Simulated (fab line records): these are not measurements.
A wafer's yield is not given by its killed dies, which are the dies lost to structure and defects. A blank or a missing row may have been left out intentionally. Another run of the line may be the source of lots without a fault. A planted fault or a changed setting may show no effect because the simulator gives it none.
Comparing a struck lot with a sound one + flow sky130 + 17 steps out of a route of 708
Sound: these wafers, L744.1, L744.5, L744.6. Struck: wafer L754.3. (L754.5, L754.6 of the same lot were not struck and are left out.) The cause comes at the end.
Per side, at each step with rows, come the tool, then ch with its chambers, and then its first start. Under that, the readings that differ: sound wafers + struck wafers + difference of the means + sigmas: that difference in standard deviations of wafers without a fault.
alike: words and numbers the same on both sides, and readings whose means are apart by under 2 such deviations; not compared: readings that were withheld, readings missing a value for some wafer, numbers with overlapping values and no deviation given by the record, and bounds like >300 which may hide the same value.
A row with sigmas, a row that says differs or no value, or rows on one side alone: a step with any of these is where the two part. When numbers do not overlap yet have no deviation, they are printed without sigmas and do not part them. Lack of a reading on every wafer of one side parts them only where that side has two or more wafers.

first, 2 steps without rows for these wafers: SKY_CONTACT_PEB_12; SKY_CONTACT_DEVELOP_13 (develop time 60 s).
SKY_CONTACT_CD_MEAS_14 targets a cd of 170 nm.
  sound: cd sem-02 at day 34 10:56; struck: cd sem-02 at day 37 04:38
  alike: cd nm
SKY_CONTACT_OVL_MEAS_15:
  sound: overlay-01 at day 34 11:04; struck: overlay-01 at day 37 04:43
  alike: CONTACT_OVL
SKY_CONTACT_ETCH_16: etches BARC in N2/H2, stops on SiO2, time 45.9 s, target depth 60 nm.
  sound on rie diel-03 ch 1,2, day 34 11:05; struck on rie diel-04 ch 1, day 37 04:44
| reading               | sound             | struck | difference | sigmas |
|-----------------------|-------------------|--------|------------|--------|
| oes product au (a.u.) | 0.856 0.854 0.854 | 0.844  | -0.011     | -2     |
  alike: drypump motor current A, n2 flow sccm, throttle valve pct
  not compared: rf hours counter h
SKY_CONTACT_ETCH_17: etches SiO2 in C4F8/O2/Ar, stops on Si3N4, target depth 340 nm.
  sound on rie diel-03 ch 1,2, day 34 11:08; struck on rie diel-04 ch 1, day 37 04:47
  alike: oes product au
then, 1 step without rows for these wafers: SKY_CONTACT_ETCH_18 (etches Si3N4 in CHF3/O2, stops on TiN, time 39 s, target depth 75 nm).
SKY_CONTACT_STRIP_19: strips in O2/N2.
  sound on plasma asher-04 ch 0,1, day 34 11:13; struck on plasma asher-04 ch 1, day 37 04:55
| reading                      | sound             | struck | difference | sigmas |
|------------------------------|-------------------|--------|------------|--------|
| n2 flow sccm (sccm)          | 300.0 300.4 299.4 | 302.0  | +2.1       | +2     |
| strip time to endpoint s (s) | 3.575 3.585 3.573 | 3.645  | +0.067     | +3     |
  alike: drypump motor current A, oes product au
  not compared: rf hours counter h
then, 3 steps without rows for these wafers: SKY_CONTACT_STRIP_20 (strips in post etch residue remover, time 1200 s); SKY_CONTACT_CLEAN_21 (cleans in IPA, time 180 s); SKY_CONTACT_CLEAN_22 (cleans in O3/DIW).
SKY_CONTACT_SPUTTER_23: material TiN, target thk 20 nm, time 80 s.
  sound: pvd sputter-03 at day 34 11:53; struck: pvd sputter-02 at day 37 05:30
| reading                | sound          | struck | difference | sigmas |
|------------------------|----------------|--------|------------|--------|
| throttle valve pct (%) | 29.7 30.4 30.7 | 28.2   | -2.1       | -2     |
SKY_CONTACT_CVD_24: deposits W, target thk 340 nm, time 102.12 s.
  sound on cvd w-02 ch 0,1, day 34 11:57; struck on cvd w-01 ch 1, day 37 05:36
| reading                               | sound             | struck | difference | sigmas |
|---------------------------------------|-------------------|--------|------------|--------|
| model.W_of_CONTACT_CVD_24.thk nm (nm) | 344.8 344.4 343.1 | 316.4  | -27.7      |        |
  alike: heater power w
  not compared: since wet clean h
SKY_CONTACT_RS_MEAS_25: measurement is done with a four-point probe.
  sound: film metro-03 at day 34 12:04; struck: film metro-01 at day 37 05:43
| reading               | sound             | struck | difference | sigmas |
|-----------------------|-------------------|--------|------------|--------|
| CONTACT_W_RS (ohm/sq) | 0.332 0.333 0.334 | 0.364  | +0.031     | +8     |
SKY_CONTACT_THK_MEAS_26: measures by xrf.
  sound: film metro-03 at day 34 12:11; struck: film metro-01 at day 37 05:49
| reading            | sound       | struck | difference | sigmas |
|--------------------|-------------|--------|------------|--------|
| CONTACT_W_THK (nm) | 350 348 348 | 321    | -28        | -6     |
SKY_CONTACT_CMP_27: polishes, stops on SiO2, t overpolish 15 s, target thk 0 nm.
  sound on cmp-02 ch 0,1, day 34 12:14; struck on cmp-01 ch 1, day 37 05:51
  alike: motor current A, overpolish run s, retaining ring pressure frac, slurry flow ml min, time to endpoint s
SKY_PAD_OPEN_PROBE_99:
  the record holds rows for the sound wafers here (prober-01, day 47 18:20) but none for the struck ones

WHERE THEY PART
First at SKY_CONTACT_ETCH_16; last, within this record, at SKY_PAD_OPEN_PROBE_99.

WHY: the cause the simulator had injected
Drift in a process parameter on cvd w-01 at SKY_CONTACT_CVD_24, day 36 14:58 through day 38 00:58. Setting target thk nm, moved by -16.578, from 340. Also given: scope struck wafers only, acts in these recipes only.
